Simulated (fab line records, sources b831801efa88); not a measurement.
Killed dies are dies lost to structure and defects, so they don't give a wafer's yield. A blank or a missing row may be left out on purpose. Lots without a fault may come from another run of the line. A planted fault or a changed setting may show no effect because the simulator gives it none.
Problem report in the 8D (eight disciplines) form, filled by code | flow sky130 | the parts of the form that need people (team, actions taken, sign-off) are left out

1. THE PROBLEM
SONOS_TUNNEL_TW at SKY_SONOS_TUNNEL_TW_MEAS_12 reads a mean of 137.1 on 6 wafers of 2 lots; wafers without a fault read 196.6 with a standard deviation of 1.3. That is -46 standard deviations from the usual mean.
First seen on wafer L859.1, day 15 22:25, on film_metro-02. The record holds 36 wafers of 12 lots with a number at this step. Rule for "out", or "out of limits": more than 4 standard deviations from the usual mean. The other wafers with a number count as sound.

2. WHAT IT IS AND WHAT IT IS NOT
question                    | is                     | is not
which readings at this step | SONOS_TUNNEL_TW        | -
which lots                  | L859, L860             | L845, L846, L847, L850, L852, L861, L862, L863, L864, L867
which wafers of those lots  | all that have a number | -
read on which gauges        | film_metro-02          | film_metro-01, film_metro-04
when                        | from day 15 22:25      | up to then (15 sound wafers); but 15 sound wafers of L861, L862, L863, L864, L867 came after

3. SUSPECTS, AND WHAT RULES EACH OUT
Counting: a tool at a process step up to the reading stays a suspect if it ran every lot that is out and no sound lot after the first of them.
- the gauge at SKY_SONOS_TUNNEL_TW_MEAS_12: ruled out. All the wafers that are out were read on film_metro-02, but those of them that SKY_SONOS_TUNNEL_IMPLANT_09 has rows for are out there too, on other tools.
- plasma_asher-03 at SKY_FIELD_ISO_STRIP_16 (strips in O2/N2): ruled out as a lasting fault. Sound lots L867 ran on it after its first lot that is out, L859 (day 5 07:35).
- implanter-04 at SKY_SONOS_TUNNEL_IMPLANT_09: kept. It ran every lot that is out, first L859 (day 15 21:59), and no sound lot after that; its last sound lot up to then is L852 (day 13 18:41). Its own readings are out on those wafers: dose_ions_cm2, faraday_current_uA.
Left after counting: implanter-04 at SKY_SONOS_TUNNEL_IMPLANT_09.

4. THE CAUSE (what the simulator had put in)
Process parameter drift: implanter-04, from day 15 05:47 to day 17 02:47, at SKY_SONOS_TUNNEL_IMPLANT_09. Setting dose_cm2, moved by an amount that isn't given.
Counting left only this tool.

5. THE CHAIN OF EFFECTS, in route order
Each row: a reading whose mean over the struck wafers that have a number lies more than 3 standard deviations from the usual. Only readings for which the record gives a usual standard deviation are gone through. hours: the time from each lot's start at the first step in this table that gives one to its start at this step, as a median over the lots. sigmas: the change in usual standard deviations.
hours | step                        | reading            | usual     | on struck wafers | change     | sigmas
0     | SKY_SONOS_TUNNEL_IMPLANT_09 | dose_ions_cm2      | 9.997e+11 | 2.751e+11        | -7.246e+11 | -99 or more
0     | SKY_SONOS_TUNNEL_IMPLANT_09 | faraday_current_uA | 5.62      | 1.53             | -4.09      | -37
0     | SKY_SONOS_TUNNEL_TW_MEAS_12 | SONOS_TUNNEL_TW    | 196.6     | 137.1            | -59.5      | -46
The process steps in it:
- SKY_SONOS_TUNNEL_IMPLANT_09
Later measuring or inspecting steps at which every struck wafer that the step has a row for has a number for every such reading, and none has moved that far: SKY_SONOS_ONO_THK_MEAS_03, SKY_RES_PROTECT_TW_MEAS_08.

6. WHAT WOULD HAVE CAUGHT IT SOONER
In this record the first reading out of limits at a measuring or inspecting step was taken at day 15 22:25, 17 hours after the fault began at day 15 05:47.
The tool's own readings at SKY_SONOS_TUNNEL_IMPLANT_09 were out on every struck wafer that the step has a row for (dose_ions_cm2, faraday_current_uA): an alarm limit on them would have fired on the first of those.
Of the lots that are out (2), L860 began SKY_SONOS_TUNNEL_IMPLANT_09 on implanter-04 after day 15 22:25. A hold on the tool at that time would have spared it.
